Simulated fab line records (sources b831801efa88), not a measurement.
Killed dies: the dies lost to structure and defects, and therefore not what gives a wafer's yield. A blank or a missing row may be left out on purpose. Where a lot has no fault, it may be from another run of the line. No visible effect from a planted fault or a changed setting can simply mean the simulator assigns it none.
The tool behind it: which one? | flow sky130 | 36 wafers from 12 lots sampled at 3 of the route's 708 steps

## WHAT EACH GAUGE READ, for each wafer
SKY_VIA2_THK_MEAS_23: measures by xrf.
lot  | measured     | on           | VIA2_W_THK (nm)
L152 | day 36 02:22 | filmMetro-03 | 440 458 442
L153 | day 36 16:32 | filmMetro-02 | 429 442 426
L155 | day 37 10:37 | filmMetro-01 | 423 438 445
L156 | day 37 16:14 | filmMetro-03 | 429 434 436
L161 | day 39 09:27 | filmMetro-03 | 428 447 434
L164 | day 40 05:46 | filmMetro-03 | 434 439 426
L165 | day 40 09:05 | filmMetro-01 | 431 430 430
L168 | day 41 09:11 | filmMetro-01 | 428 437 443
L170 | day 41 23:53 | filmMetro-03 | 423 440 422
L171 | day 42 03:06 | filmMetro-03 | 444 436 434
L173 | day 42 20:31 | filmMetro-03 | 431 425 433
L174 | day 42 21:19 | filmMetro-01 | 440 438 438

## TOOL THAT RAN EACH LOT (tool first, then ch and the chambers of the sampled wafers, then the start)
lot  | SKY_VIA2_ETCH_14                  | SKY_VIA2_ETCH_15
L152 | rieDiel-04 ch 1,2,3, day 36 01:19 | rieDiel-04 ch 1,2,3, day 36 01:21
L153 | rieDiel-04 ch 0,2,3, day 36 15:29 | rieDiel-04 ch 0,2,3, day 36 15:32
L155 | rieDiel-02 ch 1,3, day 37 09:34   | rieDiel-02 ch 1,3, day 37 09:37
L156 | rieDiel-03 ch 0,1,3, day 37 15:13 | rieDiel-03 ch 0,1,3, day 37 15:16
L161 | rieDiel-03 ch 0,2,3, day 39 08:25 | rieDiel-03 ch 0,2,3, day 39 08:28
L164 | rieDiel-02 ch 0,2,3, day 40 04:44 | rieDiel-02 ch 0,2,3, day 40 04:47
L165 | rieDiel-04 ch 1,2,3, day 40 08:02 | rieDiel-04 ch 1,2,3, day 40 08:05
L168 | rieDiel-04 ch 1,2,3, day 41 08:10 | rieDiel-04 ch 1,2,3, day 41 08:13
L170 | rieDiel-03 ch 0,1,3, day 41 22:46 | rieDiel-03 ch 0,1,3, day 41 22:49
L171 | rieDiel-04 ch 0,1, day 42 02:02   | rieDiel-04 ch 0,1, day 42 02:05
L173 | rieDiel-04 ch 0,1,2, day 42 19:28 | rieDiel-04 ch 0,1,2, day 42 19:31
L174 | rieDiel-03 ch 0,1,2, day 42 20:16 | rieDiel-03 ch 0,1,2, day 42 20:19
- SKY_VIA2_ETCH_14: etches BARC in N2/H2, stops on SiO2, time 45.9 s, target depth 60 nm.
- SKY_VIA2_ETCH_15: etches SiO2 in C4F8/O2/Ar, stops on TiN, target depth 546 nm, time 84 s.

## AS READ BY THE TOOLS THEMSELVES (means over the sampled wafers that have a number; for cases with no such wafer, the mark the record gives instead)
SKY_VIA2_ETCH_14.
lot  | tool       | drypumpMotorCurrentA (A) | oesProductAu (a.u.) | throttleValvePct (%)
L152 | rieDiel-04 | 5.6                      | 0.853               | 13.214
L153 | rieDiel-04 | 5.2                      | 0.852               | 13.219
L155 | rieDiel-02 | 5.3                      | 0.854               | 13.226
L156 | rieDiel-03 | 5.5                      | 0.857               | 13.220
L161 | rieDiel-03 | 5.9                      | 0.855               | 13.222
L164 | rieDiel-02 | 5.5                      | 0.848               | 13.230
L165 | rieDiel-04 | 5.6                      | 0.855               | 13.219
L168 | rieDiel-04 | 5.6                      | 0.851               | 13.209
L170 | rieDiel-03 | 5.5                      | 0.853               | 13.226
L171 | rieDiel-04 | 5.4                      | 0.854               | 13.211
L173 | rieDiel-04 | 5.5                      | 0.852               | 13.239
L174 | rieDiel-03 | 5.7                      | 0.858               | 13.227

SKY_VIA2_ETCH_15.
lot  | tool       | oesProductAu (a.u.)
L152 | rieDiel-04 | 0.939
L153 | rieDiel-04 | 0.942
L155 | rieDiel-02 | 0.941
L156 | rieDiel-03 | 0.943
L161 | rieDiel-03 | 0.942
L164 | rieDiel-02 | 0.936
L165 | rieDiel-04 | 0.940
L168 | rieDiel-04 | 0.942
L170 | rieDiel-03 | 0.941
L171 | rieDiel-04 | 0.940
L173 | rieDiel-04 | 0.944
L174 | rieDiel-03 | 0.934

## THE ANSWER, worked out from the rows above alone
Rule: usual is defined by the lots themselves. The widest of any qualifying gaps counts: lots, ordered by their means at a reading, are off when they make up no more than a third of the lots, leave a main group of 4 or more, and stand apart from it by 3 or more times the standard deviation of that group's means. A main group whose means are all the same, to the digits that the tables above print for the reading, isn't used. Also off: a lot with no number at a reading for which 4 or more lots have one. All remaining lots with rows at the step are treated as sound. Order of review: gauges by route order, followed by the tools' own readings, for which a lot's mean as printed above is used. At the first step where some lot is off, the reading lying furthest off is the one used; lots without a number count as furthest.
None of the lots is off at any reading shown; this tells nothing.

## WHAT WAS PUT IN BY THE SIMULATOR
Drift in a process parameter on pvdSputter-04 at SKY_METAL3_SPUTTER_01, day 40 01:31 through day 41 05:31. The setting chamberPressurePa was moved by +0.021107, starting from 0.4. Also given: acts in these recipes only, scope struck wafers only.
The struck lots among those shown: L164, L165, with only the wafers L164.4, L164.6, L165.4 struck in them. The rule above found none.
